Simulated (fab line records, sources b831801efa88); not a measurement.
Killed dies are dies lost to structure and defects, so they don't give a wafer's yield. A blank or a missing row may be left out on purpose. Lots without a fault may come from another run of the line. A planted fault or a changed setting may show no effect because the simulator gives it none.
Which tool did it? | flow gf180mcu | 14 lots, 42 wafers sampled, at 4 steps of a route of 602

WHAT THE GAUGES READ, wafer by wafer
GF_M3_RS_MEAS_05: measures by four-point-probe. Usual: M3_ALCU_RS 0.0694 ohm/sq, standard deviation 0.00082.
lot  | measured     | on            | M3_ALCU_RS (ohm/sq)  | flag
L745 | day 20 12:22 | film_metro-02 | 0.0699 0.0706 0.0704 |
L746 | day 20 20:38 | film_metro-02 | 0.0684 0.0693 0.0694 |
L749 | day 21 22:37 | film_metro-02 | 0.0691 0.0693 0.0690 |
L751 | day 22 12:07 | film_metro-01 | 0.0700 0.0698 0.0694 |
L754 | day 23 14:53 | film_metro-04 | 0.0685 0.0702 0.0687 |
L755 | day 24 07:28 | film_metro-04 | 0.0691 0.0704 0.0693 |
L756 | day 24 13:49 | film_metro-01 | 0.0678 0.0694 0.0684 |
L758 | day 25 04:00 | film_metro-01 | 0.0686 0.0687 0.0696 |
L761 | day 26 00:20 | film_metro-02 | 0.0695 0.0691 0.0683 |
L762 | day 26 09:00 | film_metro-04 | 0.0688 0.0687 0.0697 |
L764 | day 26 22:43 | film_metro-04 | 0.0698 0.0689 0.0692 |
L766 | day 27 15:41 | film_metro-04 | 0.0700 0.0701 0.0703 |
L767 | day 28 03:58 | film_metro-02 | 0.0690 0.0698 0.0696 |
L768 | day 28 11:04 | film_metro-04 | 0.0703 0.0699 0.0690 |

GF_M3_CD_MEAS_14: target cd 280 nm. Usual: cd_nm 280.4 nm, standard deviation 1.3.
lot  | measured     | on        | cd_nm (nm)        | flag
L745 | day 21 12:37 | cd_sem-02 | 281.0 278.4 278.6 |
L746 | day 21 20:14 | cd_sem-01 | 280.8 278.8 280.4 |
L749 | day 22 21:41 | cd_sem-02 | 281.0 281.5 281.5 |
L751 | day 23 10:46 | cd_sem-01 | 279.2 279.5 278.3 |
L754 | day 24 13:29 | cd_sem-01 | 281.6 282.6 282.2 |
L755 | day 25 05:58 | cd_sem-01 | 280.3 280.3 281.1 |
L756 | day 25 11:30 | cd_sem-01 | 279.7 280.0 279.3 |
L758 | day 26 01:13 | cd_sem-01 | 279.8 280.7 279.7 |
L761 | day 26 21:40 | cd_sem-02 | 278.8 279.4 280.0 |
L762 | day 27 06:22 | cd_sem-01 | 280.8 281.2 280.3 |
L764 | day 27 18:52 | cd_sem-02 | 278.5 277.7 277.5 |
L766 | day 28 10:58 | cd_sem-01 | 282.3 281.3 281.1 |
L767 | day 28 22:31 | cd_sem-01 | 279.4 280.8 280.9 |
L768 | day 29 05:56 | cd_sem-02 | 280.3 279.8 281.3 |

WHICH TOOL RAN EACH LOT (tool, then ch and the chambers of the sampled wafers, then the start)
lot  | GF_V2_CVD_23                  | GF_M3_SPUTTER_04
L745 | cvd_w-01 ch 0,1, day 20 11:32 | pvd_sputter-03, day 20 12:19
L746 | cvd_w-02 ch 0,1, day 20 19:49 | pvd_sputter-01, day 20 20:36
L749 | cvd_w-02 ch 0,1, day 21 21:48 | pvd_sputter-04, day 21 22:34
L751 | cvd_w-01 ch 0,1, day 22 11:16 | pvd_sputter-03, day 22 12:03
L754 | cvd_w-01 ch 0,1, day 23 14:04 | pvd_sputter-03, day 23 14:48
L755 | cvd_w-01 ch 0,1, day 24 06:38 | pvd_sputter-03, day 24 07:22
L756 | cvd_w-01 ch 0, day 24 12:35   | pvd_sputter-03, day 24 13:46
L758 | cvd_w-01 ch 0, day 25 03:05   | pvd_sputter-03, day 25 03:56
L761 | cvd_w-02 ch 0,1, day 25 23:32 | pvd_sputter-03, day 26 00:18
L762 | cvd_w-01 ch 0,1, day 26 08:11 | pvd_sputter-03, day 26 08:58
L764 | cvd_w-02 ch 1, day 26 21:47   | pvd_sputter-04, day 26 22:40
L766 | cvd_w-02 ch 0,1, day 27 14:52 | pvd_sputter-04, day 27 15:36
L767 | cvd_w-02 ch 0, day 28 03:08   | pvd_sputter-04, day 28 03:55
L768 | cvd_w-02 ch 0,1, day 28 10:16 | pvd_sputter-01, day 28 11:02
- GF_V2_CVD_23: deposits W, target thk 350 nm, time 104.94 s.
- GF_M3_SPUTTER_04: material TiN, target thk 50 nm, time 41.7 s.

WHAT THE TOOLS THEMSELVES READ (means of the sampled wafers that have a number; where no wafer has one, the mark that the record gives instead)
GF_V2_CVD_23. Usual: heater_power_w 917 W, standard deviation 94.
lot  | tool     | heater_power_w (W) | flag
L745 | cvd_w-01 | 879                |
L746 | cvd_w-02 | 888                |
L749 | cvd_w-02 | 846                |
L751 | cvd_w-01 | 940                |
L754 | cvd_w-01 | 886                |
L755 | cvd_w-01 | 951                |
L756 | cvd_w-01 | 1018               |
L758 | cvd_w-01 | 1023               |
L761 | cvd_w-02 | 847                |
L762 | cvd_w-01 | 900                |
L764 | cvd_w-02 | 953                |
L766 | cvd_w-02 | 896                |
L767 | cvd_w-02 | 789                |
L768 | cvd_w-02 | 852                |

GF_M3_SPUTTER_04. Usual: cathode_dc_power_W 6500.1 W, standard deviation 1.3; throttle_valve_pct 30.1 %, standard deviation 1.1.
lot  | tool           | cathode_dc_power_W (W) | throttle_valve_pct (%) | flag
L745 | pvd_sputter-03 | 6499.7                 | 30.3                   |
L746 | pvd_sputter-01 | 6500.3                 | 30.6                   |
L749 | pvd_sputter-04 | 6499.5                 | 30.6                   |
L751 | pvd_sputter-03 | 6500.1                 | 30.5                   |
L754 | pvd_sputter-03 | 6499.3                 | 29.7                   |
L755 | pvd_sputter-03 | 6500.6                 | 30.8                   |
L756 | pvd_sputter-03 | 6500.1                 | 29.9                   |
L758 | pvd_sputter-03 | 6500.5                 | 30.7                   |
L761 | pvd_sputter-03 | 6342.6                 | 30.9                   | OFF
L762 | pvd_sputter-03 | 6342.3                 | 30.8                   | OFF
L764 | pvd_sputter-04 | 6501.2                 | 30.3                   |
L766 | pvd_sputter-04 | 6500.5                 | 29.4                   |
L767 | pvd_sputter-04 | 6499.8                 | 29.9                   |
L768 | pvd_sputter-01 | 6500.1                 | 29.5                   |

THE ANSWER, worked out from the rows above alone
Rule: a lot is off if the mean of its wafers that have a number lies more than 3 standard deviations from the usual mean. A lot without any number at a reading at which 4 lots or more have one is off too. The other lots that the step has rows for count as sound. The gauges are gone through in route order, then the tools' own readings, and for those a lot's mean is taken as printed above. The first step at which some lot is off is used, and at that step the reading that is off furthest; a lot without a number counts as furthest.
Off: L761, L762, at GF_M3_SPUTTER_04 (cathode_dc_power_W).
A tool fits if, at that step or a process step before it, it ran every lot that is off, and no sound lot after the first of them. One fits: pvd_sputter-03 at GF_M3_SPUTTER_04. Its last sound lot is L758 (day 25 03:56), its first lot that is off L761 (day 26 00:18): a fault that began between those two fits.
The tool's own readings at GF_M3_SPUTTER_04 bear it out: on the lots that are off they differ by more than 5 times the standard deviation of the sound lots' means. cathode_dc_power_W reads 6342.5 W there against 6500.1 W on the sound lots.

WHAT THE SIMULATOR HAD PUT IN
Process parameter drift: pvd_sputter-03, from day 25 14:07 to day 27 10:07, at GF_M3_SPUTTER_04. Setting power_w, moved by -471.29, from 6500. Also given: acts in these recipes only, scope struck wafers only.
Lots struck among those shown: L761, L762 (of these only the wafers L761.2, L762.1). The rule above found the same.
